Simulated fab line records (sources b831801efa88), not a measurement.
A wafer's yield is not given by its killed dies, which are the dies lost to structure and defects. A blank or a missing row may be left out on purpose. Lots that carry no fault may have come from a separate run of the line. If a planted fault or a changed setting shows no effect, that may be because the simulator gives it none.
Struck lot and sound lot, side by side ; flow sky130 ; 17 steps out of a route of 708
Sound: these wafers, L392.1, L392.2, L392.4. Wafers L393.1, L393.3, L393.6 were the ones struck. At the end, the cause is stated.
Order at every step that has rows: each side's tool, ch and its chambers, its first start. Under that, the readings that differ: sound wafers ; struck wafers ; difference of the means ; sigmas: that difference in standard deviations of wafers without a fault.
alike: a reading whose means differ by less than 2 such deviations, as well as words and numbers matching on both sides. not compared: withheld readings; readings where some wafer has no value; bounds like >300 that might hide an equal value; numbers whose values overlap and for which the record gives no deviation.
The two part at a step that has a row with sigmas, a row that says differs or no value, or rows on one side only. Non-overlapping numbers with no deviation appear without sigmas and do not part them. A reading that every wafer of one side lacks parts them only if that side has two wafers or more.

first, 3 steps without rows for these wafers: SKY_VIA2_EXPOSE_09 (exposes mask VIM2, target cd 200 nm); SKY_VIA2_PEB_10; SKY_VIA2_DEVELOP_11 (develop time 60 s).
SKY_VIA2_CD_MEAS_12 targets a cd of 200 nm.
  sound: cd-sem-01 at day 41 04:39; struck: cd-sem-02 at day 41 11:30
reading;sound;struck;difference;sigmas
cd-nm (nm);201.1 199.9 200.2;196.7 199.0 195.9;-3.2;-2
SKY_VIA2_OVL_MEAS_13:
  sound: overlay-02 at day 41 04:46; struck: overlay-01 at day 41 11:37
  alike: VIA2_OVL
SKY_VIA2_ETCH_14: etches BARC in N2/H2, stops on SiO2, time 45.9 s, target depth 60 nm.
  sound on rie-diel-04 ch 1,2,3, day 41 04:49; struck on rie-diel-04 ch 0,1, day 41 11:40
  alike: drypump-motor-current-A, oes-product-au, rf-fwd-power-W, throttle-valve-pct
  not compared: rf-hours-counter-h
SKY_VIA2_ETCH_15: etches SiO2 in C4F8/O2/Ar, stops on TiN, target depth 546 nm, time 84 s.
  sound on rie-diel-04 ch 1,2,3, day 41 04:51; struck on rie-diel-04 ch 0,1, day 41 11:42
  alike: oes-product-au, rf-fwd-power-W
  not compared: rf-hours-counter-h
SKY_VIA2_STRIP_16: strips in O2/N2.
  sound on plasma-asher-04 ch 0,1, day 41 04:55; struck on plasma-asher-02 ch 0,1, day 41 11:46
  alike: drypump-motor-current-A, oes-product-au, strip-time-to-endpoint-s
  not compared: rf-hours-counter-h
then, 3 steps without rows for these wafers: SKY_VIA2_STRIP_17 (strips in post etch residue remover, time 1200 s); SKY_VIA2_CLEAN_18 (cleans in IPA, time 180 s); SKY_VIA2_CLEAN_19 (cleans in O3/DIW).
SKY_VIA2_SPUTTER_20: material TiN, target thk 20 nm, time 80 s.
  sound: pvd-sputter-02 at day 41 05:33; struck: pvd-sputter-01 at day 41 12:22
  alike: throttle-valve-pct
SKY_VIA2_CVD_21: deposits W, target thk 420 nm, time 126.4 s.
  sound on cvd-w-02 ch 0,1, day 41 05:37; struck on cvd-w-01 ch 0, day 41 12:26
reading;sound;struck;difference;sigmas
heater-power-outer-w (W);544 622 547;460 445 465;-114;-2
  alike: heater-power-w
SKY_VIA2_RS_MEAS_22: uses a four-point probe to measure.
  sound: film-metro-01 at day 41 05:44; struck: film-metro-03 at day 41 12:34
reading;sound;struck;difference;sigmas
VIA2_W_RS (ohm/sq);0.273 0.267 0.272;0.312 0.312 0.311;+0.041;+14
SKY_VIA2_THK_MEAS_23: measures by xrf.
  sound: film-metro-01 at day 41 05:52; struck: film-metro-03 at day 41 12:41
reading;sound;struck;difference;sigmas
VIA2_W_THK (nm);437 446 436;384 384 382;-56;-8
SKY_VIA2_CMP_24: polishes, stops on SiO2, t overpolish 20 s, target thk 0 nm.
  sound on cmp-01 ch 1,2,3, day 41 05:55; struck on cmp-01 ch 0,1,2, day 41 12:50
  alike: head-pressure-psi, motor-current-A, overpolish-run-s, time-to-endpoint-s
next, for these wafers, 1 step has no rows: SKY_PAD_OPEN_PROBE_99.

== WHERE THEY PART ==
Earliest at SKY_VIA2_CD_MEAS_12; latest, in this record, at SKY_VIA2_THK_MEAS_23. Later steps at which nothing parts them and some readings are alike: SKY_VIA2_CMP_24.

WHY: what had been put in by the simulator
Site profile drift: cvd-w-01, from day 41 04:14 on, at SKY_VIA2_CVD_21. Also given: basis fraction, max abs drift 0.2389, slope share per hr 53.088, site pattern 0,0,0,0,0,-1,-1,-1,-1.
